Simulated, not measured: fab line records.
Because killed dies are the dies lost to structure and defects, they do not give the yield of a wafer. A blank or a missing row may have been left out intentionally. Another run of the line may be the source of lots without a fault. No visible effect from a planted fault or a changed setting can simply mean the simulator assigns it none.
fab line records	flow gf180mcu
[record] lots = 14	wafers = 41	last-day = 34
route steps=602 shown SAB@270 CONTACT@301
lots that met no fault: from a run of the same line without faults
start-h: hours from the record's first day to the start of the lot's first wafer shown	wait-h: hours elapsed since this lot's preceding step	" unchanged from the row above	L1.1+2: a row that stands for several wafers	- no value present, or no start provided	* or withheld: withheld	< > ~ a bound
route shown NAME@n: names a module that has steps shown in the file, with the first one's number in the route	usual: mean/standard deviation of fault-free wafers	same: alike in all rows	chamber/n: place in a boat	sites: the reading at each site	_std_site: the values' standard deviation	_edge_site: the outer-site mean with the inner-site mean subtracted	radius-mm: how far each site lies from the wafer's centre	mask NAME#n: copy n	behind: tool/chamber where the wafer was last shaped	hold: the reason the lot was held/the length of the hold in hours/how it ended	device: the transistor (n, p or np) that didn't switch	end of line: at the end of the route, the tests of the same wafers	where a step has no rows: the recipe by itself	killed: the dies lost at the first sort to structure and to defects; this is not the yield of the wafer	map: the dies of a wafer, with x for killed, . for not killed, _ for no die there
set.NAME: the setting the step ran with; set.NAME@STEP: the setting that earlier step ran with	model.NAME: the simulator's own value behind a step, which no gauge read
one table for each step of the route and one row for each wafer, over a sample of lots
services: from which hour (start-h, from the record's first day; less than 0 if before it) a tool's chamber was out of use, for how many hours, and why
[[steps]]
[step GF_SAB_EXPOSE_06]
[recipe] mask-id = SAB	target-cd-nm = 420	na = 0.6	source-shape = conventional	sigma-outer = 0.6	dose-mj = 140
lot.wafer	tool	chamber	start-h	wait-h	mask
L467.2+4+6	iline-stepper-02	0	326.33	-	SAB#0
L468.2+4+6	iline-stepper-01	0	337.44	-	SAB#0
L469.3+4+6	iline-stepper-01	0	345.74	-	SAB#0
L470.1+2+5	iline-stepper-02	0	350.61	-	SAB#0
L471.2+3+5	iline-stepper-02	0	371.63	-	SAB#0
L472.1+2+3	iline-stepper-02	0	372.69	-	SAB#0
L473.3+4+6	iline-stepper-02	0	386.65	-	SAB#0
L475.1+2+4	iline-stepper-02	0	409.88	-	SAB#0
L479.2+4	iline-stepper-02	0	456.57	-	SAB#0
L483.2+5+6	iline-stepper-01	0	478.15	-	SAB#0
L487.1+3+5	iline-stepper-01	0	502.20	-	SAB#0
L488.2+3+6	iline-stepper-01	0	510.21	-	SAB#0
L489.3+5+6	iline-stepper-02	0	522.55	-	SAB#0
L490.3+5+6	iline-stepper-01	0	525.72	-	SAB#0
[step GF_SAB_CD_MEAS_09]
[recipe] target-cd-nm = 420
[usual] cd-nm = 420.3/2.3
lot.wafer	tool	chamber	start-h	wait-h	cd-nm
L467.2	cd-sem-01	-	336.88	0.1	419.0
L467.4	"	-	"	"	418.3
L467.6	"	-	"	"	417.4
L468.2	cd-sem-02	-	347.55	0.1	420.9
L468.4	"	-	"	"	420.7
L468.6	"	-	"	"	421.6
L469.3	cd-sem-02	-	356.53	0.1	419.3
L469.4	"	-	"	"	419.9
L469.6	"	-	"	"	421.3
L470.1	cd-sem-02	-	361.49	0.1	418.6
L470.2	"	-	"	"	417.9
L470.5	"	-	"	"	418.6
L471.2	cd-sem-02	-	382.40	0.1	417.9
L471.3	"	-	"	"	419.3
L471.5	"	-	"	"	419.3
L472.1	cd-sem-02	-	383.93	0.1	418.2
L472.2	"	-	"	"	419.4
L472.3	"	-	"	"	419.9
L473.3	cd-sem-01	-	397.55	0.1	424.1
L473.4	"	-	"	"	422.1
L473.6	"	-	"	"	425.1
L475.1	cd-sem-01	-	421.34	0.1	418.6
L475.2	"	-	"	"	419.3
L475.4	"	-	"	"	397.8
L479.2	cd-sem-02	-	468.71	0.1	419.0
L479.4	"	-	"	"	398.4
L483.2	cd-sem-01	-	489.96	0.1	420.0
L483.5	"	-	"	"	421.1
L483.6	"	-	"	"	420.2
L487.1	cd-sem-01	-	513.83	0.1	425.2
L487.3	"	-	"	"	420.0
L487.5	"	-	"	"	425.6
L488.2	cd-sem-02	-	521.75	0.1	421.1
L488.3	"	-	"	"	422.2
L488.6	"	-	"	"	423.4
L489.3	cd-sem-01	-	533.57	0.1	423.2
L489.5	"	-	"	"	421.4
L489.6	"	-	"	"	422.3
L490.3	cd-sem-01	-	537.14	0.1	423.5
L490.5	"	-	"	"	422.2
L490.6	"	-	"	"	422.8
[step GF_CONTACT_CD_MEAS_14]
[recipe] target-cd-nm = 220
[usual] cd-nm = 220.3/1.3
lot.wafer	tool	chamber	start-h	wait-h	cd-nm
L467.2	cd-sem-02	-	360.63	0.1	218.7
L467.4	"	-	"	"	218.2
L467.6	"	-	"	"	218.8
L468.2	cd-sem-02	-	371.05	0.1	218.1
L468.4	"	-	"	"	219.8
L468.6	"	-	"	"	220.3
L469.3	cd-sem-01	-	381.09	0.1	220.8
L469.4	"	-	"	"	219.6
L469.6	"	-	"	"	221.8
L470.1	cd-sem-01	-	385.50	0.1	221.1
L470.2	"	-	"	"	220.2
L470.5	"	-	"	"	221.3
L471.2	cd-sem-02	-	407.12	0.1	219.8
L471.3	"	-	"	"	220.5
L471.5	"	-	"	"	219.7
L472.1	cd-sem-02	-	409.65	0.1	223.1
L472.2	"	-	"	"	222.4
L472.3	"	-	"	"	222.3
L473.3	cd-sem-02	-	422.67	0.1	220.7
L473.4	"	-	"	"	220.5
L473.6	"	-	"	"	220.2
L475.1	cd-sem-02	-	447.64	0.1	219.8
L475.2	"	-	"	"	221.2
L475.4	"	-	"	"	221.0
L479.2	cd-sem-02	-	494.81	0.1	221.4
L479.4	"	-	"	"	221.8
L483.2	cd-sem-02	-	514.33	0.1	221.8
L483.5	"	-	"	"	221.5
L483.6	"	-	"	"	221.4
L487.1	cd-sem-02	-	538.64	0.1	219.5
L487.3	"	-	"	"	218.4
L487.5	"	-	"	"	219.2
L488.2	cd-sem-02	-	546.37	0.1	219.9
L488.3	"	-	"	"	221.1
L488.6	"	-	"	"	219.7
L489.3	cd-sem-02	-	557.68	0.1	220.3
L489.5	"	-	"	"	219.3
L489.6	"	-	"	"	220.4
L490.3	cd-sem-02	-	560.39	0.1	222.1
L490.5	"	-	"	"	222.3
L490.6	"	-	"	"	221.8
[step GF_CONTACT_STRIP_18]
[recipe] chemistry = O2/N2	power-w = 1400	pressure-mtorr = 1500	platen-temp-c = 250	o2-flow-sccm = 3000	n2-flow-sccm = 300	overash-fraction = 0.5
[usual] drypump-motor-current-A = 5.37/0.23	heater-power-w = 313/32	oes-product-au = 0.580/0.0053
lot.wafer	tool	chamber	start-h	wait-h	drypump-motor-current-A	heater-power-w	oes-product-au	rf-hours-counter-h
L467.2	plasma-asher-03	0	360.93	-	5.02	309	0.574	57
L467.4	"	1	"	"	5.57	357	0.578	-
L467.6	"	0	"	"	5.02	314	0.575	-
L468.2	plasma-asher-03	0	371.35	-	5.04	314	0.584	58
L468.4	"	0	"	"	5.02	304	0.578	-
L468.6	"	1	"	"	5.56	370	0.580	-
L469.3	plasma-asher-03	1	381.40	-	5.63	353	0.579	-
L469.4	"	0	"	"	5.02	310	0.578	-
L469.6	"	1	"	"	5.61	362	0.583	-
L470.1	plasma-asher-03	1	385.81	-	5.52	363	0.581	59
L470.2	"	0	"	"	5.03	315	0.566	59
L470.5	"	1	"	"	5.52	367	0.573	-
L471.2	plasma-asher-01	1	407.41	-	5.26	310	0.579	80
L471.3	"	0	"	"	5.45	275	0.573	-
L471.5	"	0	"	"	5.45	279	0.582	-
L472.1	plasma-asher-03	1	409.96	-	5.56	368	0.581	62
L472.2	"	0	"	"	5.01	316	0.592	62
L472.3	"	1	"	"	5.57	356	0.573	-
L473.3	plasma-asher-03	1	422.98	-	5.60	362	0.582	-
L473.4	"	0	"	"	5.06	310	0.581	-
L473.6	"	1	"	"	5.62	373	0.583	-
L475.1	plasma-asher-03	0	447.96	-	5.03	318	0.568	66
L475.2	"	1	"	"	5.60	358	0.577	66
L475.4	"	0	"	"	5.03	308	0.582	-
L479.2	plasma-asher-04	0	495.11	-	5.33	314	0.581	7
L479.4	"	1	"	"	5.78	258	0.575	-
L483.2	plasma-asher-01	0	514.62	-	5.48	276	0.582	92
L483.5	"	1	"	"	5.29	324	0.578	-
L483.6	"	0	"	"	5.47	272	0.587	-
L487.1	plasma-asher-01	0	538.96	-	5.47	277	0.572	95
L487.3	"	0	"	"	5.49	275	0.581	-
L487.5	"	1	"	"	5.27	318	0.588	-
L488.2	plasma-asher-01	0	546.67	-	5.48	275	0.581	96
L488.3	"	1	"	"	5.28	335	0.580	-
L488.6	"	0	"	"	5.47	277	0.588	-
L489.3	plasma-asher-01	1	558.00	-	5.28	325	0.588	-
L489.5	"	0	"	"	5.45	276	0.575	-
L489.6	"	1	"	"	5.29	330	0.582	-
L490.3	plasma-asher-01	0	560.71	-	5.48	277	0.587	-
L490.5	"	1	"	"	5.26	325	0.578	-
L490.6	"	0	"	"	5.50	281	0.582	-
[step GF_CONTACT_CVD_24]
[recipe] material = W	target-thk-nm = 300	time-s = 90.339	temp-c = 400	pressure-torr = 40
[usual] heater-power-outer-w = 528/62	heater-power-w = 849/72	susceptor-temp-C = 399.99/0.23
[same] time-s = 90.339
lot.wafer	tool	chamber	start-h	wait-h	heater-power-outer-w	heater-power-w	since-wet-clean-h	susceptor-temp-C
L467.2	cvd-w-01	0	361.33	0.0	629	1016	971	399.73
L467.4	"	0	"	"	643	1024	-	399.91
L467.6	"	1	"	"	474	783	-	399.60
L468.2	cvd-w-02	0	371.75	0.0	574	868	468	400.34
L468.4	"	1	"	"	482	822	-	400.15
L468.6	"	1	"	"	490	814	-	400.10
L469.3	cvd-w-01	0	381.91	0.1	648	1027	-	399.90
L469.4	"	1	"	"	464	817	-	399.96
L469.6	"	1	"	"	475	800	-	399.87
L470.1	cvd-w-01	0	386.33	0.0	639	1024	996	400.24
L470.2	"	1	"	"	470	780	996	399.87
L470.5	"	1	"	"	475	794	-	400.32
L471.2	cvd-w-01	1	407.82	0.0	440	737	4	400.11
L471.3	"	1	"	"	429	733	-	399.86
L471.5	"	0	"	"	569	926	-	400.00
L472.1	cvd-w-02	1	410.37	0.0	501	839	506	399.71
L472.2	"	0	"	"	574	856	506	399.85
L472.3	"	1	"	"	499	833	-	399.54
L473.3	cvd-w-01	0	423.38	0.1	586	942	-	399.62
L473.4	"	1	"	"	435	727	-	400.22
L473.6	"	1	"	"	427	774	-	399.97
L475.1	cvd-w-02	1	448.37	0.0	502	850	544	399.98
L475.2	"	0	"	"	576	862	544	400.32
L475.4	"	0	"	"	559	831	-	399.94
L479.2	cvd-w-01	0	495.52	0.0	590	902	92	400.37
L479.4	"	0	"	"	569	922	-	400.34
L483.2	cvd-w-02	0	515.11	0.0	571	853	611	399.70
L483.5	"	1	"	"	489	822	-	400.09
L483.6	"	0	"	"	576	866	-	399.82
L487.1	cvd-w-02	1	539.37	0.0	499	849	635	400.40
L487.3	"	1	"	"	500	843	-	400.29
L487.5	"	1	"	"	493	823	-	400.08
L488.2	cvd-w-02	1	547.07	0.0	492	838	643	399.90
L488.3	"	1	"	"	492	813	-	399.99
L488.6	"	1	"	"	492	842	-	399.93
L489.3	cvd-w-01	1	558.41	0.1	438	744	-	400.13
L489.5	"	1	"	"	437	729	-	400.38
L489.6	"	0	"	"	588	905	-	399.83
L490.3	cvd-w-02	1	561.12	0.1	500	830	-	399.77
L490.5	"	1	"	"	489	826	-	400.02
L490.6	"	0	"	"	576	883	-	399.92
[[services]]
tool	chamber	start-h	hours	kind
iline-stepper-02	-	344.11	2.1	pm
iline-stepper-02	-	346.20	-	consumable-replace:lamp
cvd-w-02	0	357.35	7.1	repair
iline-stepper-01	-	382.70	8.9	pm
cvd-w-01	-	390.00	14.0	pm
cvd-w-01	0	390.00	14.0	vent-cycle
cvd-w-01	1	390.00	14.0	vent-cycle
cvd-w-02	-	395.03	0.5	repair
iline-stepper-01	-	398.45	4.0	repair
cvd-w-01	0	404.00	-	clean
cvd-w-01	1	404.00	-	clean
iline-stepper-01	-	409.50	2.0	repair
plasma-asher-01	-	413.60	2.9	repair
cvd-w-02	-	416.63	3.8	pm
plasma-asher-04	-	421.25	9.0	pm
plasma-asher-04	0	421.25	9.0	vent-cycle
plasma-asher-04	1	421.25	9.0	vent-cycle
plasma-asher-04	0	430.25	-	clean
plasma-asher-04	1	430.25	-	clean
cvd-w-01	0	436.60	7.0	repair
iline-stepper-01	-	451.82	1.7	pm
plasma-asher-03	-	463.16	0.7	repair
iline-stepper-02	-	508.78	1.7	pm
iline-stepper-01	-	535.26	4.4	pm
[[key]]
[first-sign] step = GF_SAB_CD_MEAS_09	reading = cd-nm	direction = down	sigmas = 9.8	usual = 420.3	struck = 398.1
effect none on later readings
met-at GF_SAB_EXPOSE_06
struck-lots L475,L479
struck-wafers L475.4,L479.4
sort-left-out L475.4,L479.4
tester-left-out L475,L479
not-acting-at GF_CONTACT_CD_MEAS_14,GF_CONTACT_STRIP_18,GF_CONTACT_CVD_24
[fault] kind = process-parameter-drift	tool = iline-stepper-02	chamber = -	onset-h = 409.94	steps = GF_SAB_EXPOSE_06	channel = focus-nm	offset = 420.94	shape = step	end-h = 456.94	scope = struck-wafers-only
// tester-left-out: of these lots the tester's yield and bins aren't shown, on N5 and GAA mostly nor the transistor test; their killed dies are dies lost to structure and defects alone, not to doping, threshold or leakage, so they don't give the yield
// sort-left-out: the simulated sort isn't trusted on such a fault, so these wafers' sort isn't shown, and their yield isn't known
